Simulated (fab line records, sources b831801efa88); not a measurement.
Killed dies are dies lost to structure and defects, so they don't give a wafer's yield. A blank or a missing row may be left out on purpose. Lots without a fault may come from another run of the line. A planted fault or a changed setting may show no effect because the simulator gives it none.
One fault seen from 2 desks | flow gf180mcu | each desk has only its own numbers; what lay behind them comes last

THE METROLOGY DESK
What the gauges read, lot by lot, whatever tool the lot ran on: means of the sampled wafers that have a number. A lot is out of limits, marked OUT, if its mean lies more than 4 standard deviations from the usual mean; the brackets give that distance.
Columns: A = VT_IMPLANT_01_OVL at GF_VT_IMPLANT_OVL_MEAS_18, usual -0.6 nm; B = VT_IMPLANT_3_TW at GF_VT_IMPLANT_TW_MEAS_32, usual 270.7
lot  | first seen here | A    | B
L635 | day 6 12:49     | -1.2 | 271.5
L637 | day 7 02:31     | -0.2 | 272.2
L638 | day 7 07:55     | 2.0  | 271.6
L640 | day 7 18:40     | -0.2 | 272.0
L643 | day 8 13:24     | -0.5 | 268.5
L644 | day 8 20:04     | -0.0 | 268.5
L645 | day 9 01:22     | 0.0  | 267.4
L649 | day 10 02:36    | 0.7  | 273.2
L652 | day 10 22:55    | -3.8 | 274.2
L654 | day 11 10:33    | -0.1 | 270.5
L656 | day 12 00:58    | 0.1  | 272.3
L657 | day 12 06:25    | -0.4 | 268.4
This desk's finding: nothing out of limits on any of the 12 lots.

THE TOOL OWNER'S DESK: litho_track-02
The tool's own readings at GF_VT_IMPLANT_COAT_02 (resist thk 1000 nm): means of the sampled wafers that have a number, for each lot that ran on this tool. A lot is out of limits, marked OUT, if its mean lies more than 4 standard deviations from the usual mean; the brackets give that distance.
Columns: A = spin_speed_rpm at GF_VT_IMPLANT_COAT_02, usual 3000.1 rpm
lot  | first seen here | A
L637 | day 6 03:03     | 3000.7
L638 | day 6 09:12     | 3000.1
L644 | day 7 19:14     | 2998.5
L649 | day 8 23:39     | 3632.1 (+99 or more) OUT
L652 | day 9 19:23     | 3631.2 (+99 or more) OUT
This desk's finding: out of limits on L649, L652; first on L649, day 8 23:39 (spin_speed_rpm at GF_VT_IMPLANT_COAT_02). In limits: L637, L638, L644.

PUT TOGETHER
The tool owner's desk could have raised an alarm at day 8 23:39, on L649, L652.
The metrology desk saw nothing out of limits.
The metrology desk has L649, L652 on record, within its limits.
Of the lots named, all ran GF_VT_IMPLANT_COAT_02 on litho_track-02.

WHAT THE SIMULATOR HAD PUT IN
Process parameter drift: litho_track-02, from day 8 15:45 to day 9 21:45, at GF_VT_IMPLANT_COAT_02. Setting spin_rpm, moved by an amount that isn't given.
Lots struck among those shown: L649, L652.
Hours from the fault's start to each desk's first reading out of limits: the tool owner's desk, 8.
